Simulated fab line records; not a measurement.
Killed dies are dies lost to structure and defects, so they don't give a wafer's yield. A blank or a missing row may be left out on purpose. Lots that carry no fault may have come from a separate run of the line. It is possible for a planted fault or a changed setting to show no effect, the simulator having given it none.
What tool caused it? || flow sfq_line || 13 lots with 39 wafers sampled at 4 steps, on a route of 325 steps

## WHAT THE GAUGES READ, wafer by wafer
SFQ_I0_OVL_MEAS_908.
{"lot": "L331", "measured": "day 11 02:19", "on": "overlay-02", "I0_OVL (nm)": "-7 -7 -4"}
{"lot": "L332", "measured": "day 11 07:07", "on": "overlay-02", "I0_OVL (nm)": "7 5 3"}
{"lot": "L333", "measured": "day 11 09:31", "on": "overlay-01", "I0_OVL (nm)": "-3 -4 3"}
{"lot": "L338", "measured": "day 12 17:57", "on": "overlay-02", "I0_OVL (nm)": "-3 0 2"}
{"lot": "L341", "measured": "day 14 01:31", "on": "overlay-01", "I0_OVL (nm)": "2 12 7"}
{"lot": "L342", "measured": "day 14 07:31", "on": "overlay-01", "I0_OVL (nm)": "-3 -7 -5"}
{"lot": "L343", "measured": "day 15 01:28", "on": "overlay-02", "I0_OVL (nm)": "-13 -8 -14"}
{"lot": "L346", "measured": "day 15 20:37", "on": "overlay-01", "I0_OVL (nm)": "-2 -1 3"}
{"lot": "L347", "measured": "day 16 06:13", "on": "overlay-01", "I0_OVL (nm)": "-2 -2 -1"}
{"lot": "L348", "measured": "day 16 11:01", "on": "overlay-01", "I0_OVL (nm)": "3 -4 3"}
{"lot": "L349", "measured": "day 16 19:25", "on": "overlay-02", "I0_OVL (nm)": "-4 -8 -10"}
{"lot": "L350", "measured": "day 17 02:43", "on": "overlay-01", "I0_OVL (nm)": "-3 -5 4"}
{"lot": "L351", "measured": "day 17 09:55", "on": "overlay-01", "I0_OVL (nm)": "-3 -7 -4"}

SFQ_M2_RS_MEAS_914: measurement is done with a four-point probe.
{"lot": "L331", "measured": "day 18 09:49", "on": "film_metro-01", "M2_NB_RS (ohm/sq)": "0.907 0.893 0.901"}
{"lot": "L332", "measured": "day 18 13:25", "on": "film_metro-01", "M2_NB_RS (ohm/sq)": "0.895 0.886 0.902"}
{"lot": "L333", "measured": "day 18 15:50", "on": "film_metro-01", "M2_NB_RS (ohm/sq)": "0.871 0.878 0.867"}
{"lot": "L338", "measured": "day 20 10:11", "on": "film_metro-04", "M2_NB_RS (ohm/sq)": "2.635 0.908 0.910"}
{"lot": "L341", "measured": "day 21 14:10", "on": "film_metro-04", "M2_NB_RS (ohm/sq)": "0.887 0.885 0.890"}
{"lot": "L342", "measured": "day 21 20:05", "on": "film_metro-04", "M2_NB_RS (ohm/sq)": "0.893 0.900 0.882"}
{"lot": "L343", "measured": "day 22 10:30", "on": "film_metro-01", "M2_NB_RS (ohm/sq)": "0.876 0.876 0.874"}
{"lot": "L346", "measured": "day 23 07:29", "on": "film_metro-01", "M2_NB_RS (ohm/sq)": "0.880 0.882 0.883"}
{"lot": "L347", "measured": "day 23 14:53", "on": "film_metro-03", "M2_NB_RS (ohm/sq)": "0.888 0.892 0.889"}
{"lot": "L348", "measured": "day 24 02:17", "on": "film_metro-03", "M2_NB_RS (ohm/sq)": "0.898 0.886 0.895"}
{"lot": "L349", "measured": "day 24 15:46", "on": "film_metro-01", "M2_NB_RS (ohm/sq)": "0.880 0.882 0.879"}
{"lot": "L350", "measured": "day 24 22:46", "on": "film_metro-03", "M2_NB_RS (ohm/sq)": "0.887 0.891 0.886"}
{"lot": "L351", "measured": "day 25 08:32", "on": "film_metro-03", "M2_NB_RS (ohm/sq)": "0.887 0.885 0.882"}

## WHAT TOOL EACH LOT RAN ON (gives the tool, then ch and the chambers of the sampled wafers, and finally the start)
{"lot": "L331", "SFQ_TRILAYER_L0_BARC_OPEN_METAL_ETCH_010": "rie_metal-04 ch 0,1, day 2 23:17", "SFQ_TRILAYER_M2_DEP_SPUTTER_055": "pvd_sputter-04, day 18 09:42"}
{"lot": "L332", "SFQ_TRILAYER_L0_BARC_OPEN_METAL_ETCH_010": "rie_metal-01 ch 0, day 3 02:53", "SFQ_TRILAYER_M2_DEP_SPUTTER_055": "pvd_sputter-05, day 18 13:19"}
{"lot": "L333", "SFQ_TRILAYER_L0_BARC_OPEN_METAL_ETCH_010": "rie_metal-01 ch 0, day 3 07:58", "SFQ_TRILAYER_M2_DEP_SPUTTER_055": "pvd_sputter-03, day 18 15:44"}
{"lot": "L338", "SFQ_TRILAYER_L0_BARC_OPEN_METAL_ETCH_010": "rie_metal-04 ch 0,1, day 4 05:19", "SFQ_TRILAYER_M2_DEP_SPUTTER_055": "pvd_sputter-04, day 20 10:02"}
{"lot": "L341", "SFQ_TRILAYER_L0_BARC_OPEN_METAL_ETCH_010": "rie_metal-01 ch 0,1, day 4 23:19", "SFQ_TRILAYER_M2_DEP_SPUTTER_055": "pvd_sputter-05, day 21 14:01"}
{"lot": "L342", "SFQ_TRILAYER_L0_BARC_OPEN_METAL_ETCH_010": "rie_metal-04 ch 0,1, day 5 02:53", "SFQ_TRILAYER_M2_DEP_SPUTTER_055": "pvd_sputter-03, day 21 20:00"}
{"lot": "L343", "SFQ_TRILAYER_L0_BARC_OPEN_METAL_ETCH_010": "rie_metal-04 ch 0,1, day 5 07:41", "SFQ_TRILAYER_M2_DEP_SPUTTER_055": "pvd_sputter-05, day 22 10:25"}
{"lot": "L346", "SFQ_TRILAYER_L0_BARC_OPEN_METAL_ETCH_010": "rie_metal-01 ch 0,1, day 5 19:41", "SFQ_TRILAYER_M2_DEP_SPUTTER_055": "pvd_sputter-04, day 23 07:24"}
{"lot": "L347", "SFQ_TRILAYER_L0_BARC_OPEN_METAL_ETCH_010": "rie_metal-01 ch 0,1, day 6 00:29", "SFQ_TRILAYER_M2_DEP_SPUTTER_055": "pvd_sputter-03, day 23 14:46"}
{"lot": "L348", "SFQ_TRILAYER_L0_BARC_OPEN_METAL_ETCH_010": "rie_metal-01 ch 0,1, day 6 06:29", "SFQ_TRILAYER_M2_DEP_SPUTTER_055": "pvd_sputter-03, day 24 02:10"}
{"lot": "L349", "SFQ_TRILAYER_L0_BARC_OPEN_METAL_ETCH_010": "rie_metal-04 ch 0, day 6 11:19", "SFQ_TRILAYER_M2_DEP_SPUTTER_055": "pvd_sputter-04, day 24 15:39"}
{"lot": "L350", "SFQ_TRILAYER_L0_BARC_OPEN_METAL_ETCH_010": "rie_metal-02 ch 0,1, day 6 14:53", "SFQ_TRILAYER_M2_DEP_SPUTTER_055": "pvd_sputter-05, day 24 22:40"}
{"lot": "L351", "SFQ_TRILAYER_L0_BARC_OPEN_METAL_ETCH_010": "rie_metal-02 ch 0,1, day 6 21:02", "SFQ_TRILAYER_M2_DEP_SPUTTER_055": "pvd_sputter-04, day 25 08:27"}
- SFQ_TRILAYER_L0_BARC_OPEN_METAL_ETCH_010: etches BARC in O2, target depth 125 nm, time 41.7 s.
- SFQ_TRILAYER_M2_DEP_SPUTTER_055: material Nb, target thk 200 nm, time 133.3 s.

## AS READ BY THE TOOLS THEMSELVES (means over the sampled wafers that have a number; for cases with no such wafer, the mark the record gives instead)
SFQ_TRILAYER_L0_BARC_OPEN_METAL_ETCH_010.
{"lot": "L331", "tool": "rie_metal-04", "drypump_motor_current_A (A)": 5.4, "he_backside_leak_sccm (sccm)": 3.34, "oes_product_au (a.u.)": 0.683}
{"lot": "L332", "tool": "rie_metal-01", "drypump_motor_current_A (A)": 5.8, "he_backside_leak_sccm (sccm)": 3.75, "oes_product_au (a.u.)": 0.686}
{"lot": "L333", "tool": "rie_metal-01", "drypump_motor_current_A (A)": 5.8, "he_backside_leak_sccm (sccm)": 3.68, "oes_product_au (a.u.)": 0.681}
{"lot": "L338", "tool": "rie_metal-04", "drypump_motor_current_A (A)": 5.4, "he_backside_leak_sccm (sccm)": 3.41, "oes_product_au (a.u.)": 0.682}
{"lot": "L341", "tool": "rie_metal-01", "drypump_motor_current_A (A)": 5.6, "he_backside_leak_sccm (sccm)": 3.59, "oes_product_au (a.u.)": 0.690}
{"lot": "L342", "tool": "rie_metal-04", "drypump_motor_current_A (A)": 5.5, "he_backside_leak_sccm (sccm)": 3.35, "oes_product_au (a.u.)": 0.685}
{"lot": "L343", "tool": "rie_metal-04", "drypump_motor_current_A (A)": 5.4, "he_backside_leak_sccm (sccm)": 3.60, "oes_product_au (a.u.)": 0.686}
{"lot": "L346", "tool": "rie_metal-01", "drypump_motor_current_A (A)": 5.3, "he_backside_leak_sccm (sccm)": 3.28, "oes_product_au (a.u.)": 0.689}
{"lot": "L347", "tool": "rie_metal-01", "drypump_motor_current_A (A)": 5.5, "he_backside_leak_sccm (sccm)": 3.50, "oes_product_au (a.u.)": 0.683}
{"lot": "L348", "tool": "rie_metal-01", "drypump_motor_current_A (A)": 5.6, "he_backside_leak_sccm (sccm)": 3.37, "oes_product_au (a.u.)": 0.687}
{"lot": "L349", "tool": "rie_metal-04", "drypump_motor_current_A (A)": 5.0, "he_backside_leak_sccm (sccm)": 3.46, "oes_product_au (a.u.)": 0.687}
{"lot": "L350", "tool": "rie_metal-02", "drypump_motor_current_A (A)": 5.1, "he_backside_leak_sccm (sccm)": 3.29, "oes_product_au (a.u.)": 0.690}
{"lot": "L351", "tool": "rie_metal-02", "drypump_motor_current_A (A)": 5.5, "he_backside_leak_sccm (sccm)": 3.57, "oes_product_au (a.u.)": 0.689}

SFQ_TRILAYER_M2_DEP_SPUTTER_055.
{"lot": "L331", "tool": "pvd_sputter-04", "throttle_valve_pct (%)": 28.8}
{"lot": "L332", "tool": "pvd_sputter-05", "throttle_valve_pct (%)": 30.0}
{"lot": "L333", "tool": "pvd_sputter-03", "throttle_valve_pct (%)": 29.4}
{"lot": "L338", "tool": "pvd_sputter-04", "throttle_valve_pct (%)": 29.5}
{"lot": "L341", "tool": "pvd_sputter-05", "throttle_valve_pct (%)": 31.2}
{"lot": "L342", "tool": "pvd_sputter-03", "throttle_valve_pct (%)": 29.5}
{"lot": "L343", "tool": "pvd_sputter-05", "throttle_valve_pct (%)": 29.9}
{"lot": "L346", "tool": "pvd_sputter-04", "throttle_valve_pct (%)": 29.1}
{"lot": "L347", "tool": "pvd_sputter-03", "throttle_valve_pct (%)": 29.6}
{"lot": "L348", "tool": "pvd_sputter-03", "throttle_valve_pct (%)": 29.5}
{"lot": "L349", "tool": "pvd_sputter-04", "throttle_valve_pct (%)": 29.5}
{"lot": "L350", "tool": "pvd_sputter-05", "throttle_valve_pct (%)": 29.5}
{"lot": "L351", "tool": "pvd_sputter-04", "throttle_valve_pct (%)": 28.8}

## THE ANSWER, worked out from the rows above alone
Rule: usual is defined by the lots themselves. Put in order of their means at a reading, lots are off if they are a third of the lots or fewer, leave a main group of 4 or more, and stand apart from it by a gap of 3 or more times the standard deviation of the main group's means; of several such gaps the widest counts. Not used: any main group whose means are identical at the precision the tables above print for the reading. A lot without any number at a reading at which 4 lots or more have one is off too. The other lots that the step has rows for count as sound. First the gauges in route order, then the tools' own readings, where a lot's mean is used as printed above. At the first step where some lot is off, the reading lying furthest off is the one used; lots without a number count as furthest.
Off: at SFQ_M2_RS_MEAS_914 (M2_NB_RS), L338. For the main group the mean is 0.887 ohm/sq and the standard deviation 0.0078.
If a tool, at a process step before that reading, ran all the lots that are off and no sound lot after the first of them, it fits. Gauges at SFQ_M2_RS_MEAS_914: tried the same way as those tools. Of those tried, none fits.

## WHAT WAS PUT IN BY THE SIMULATOR
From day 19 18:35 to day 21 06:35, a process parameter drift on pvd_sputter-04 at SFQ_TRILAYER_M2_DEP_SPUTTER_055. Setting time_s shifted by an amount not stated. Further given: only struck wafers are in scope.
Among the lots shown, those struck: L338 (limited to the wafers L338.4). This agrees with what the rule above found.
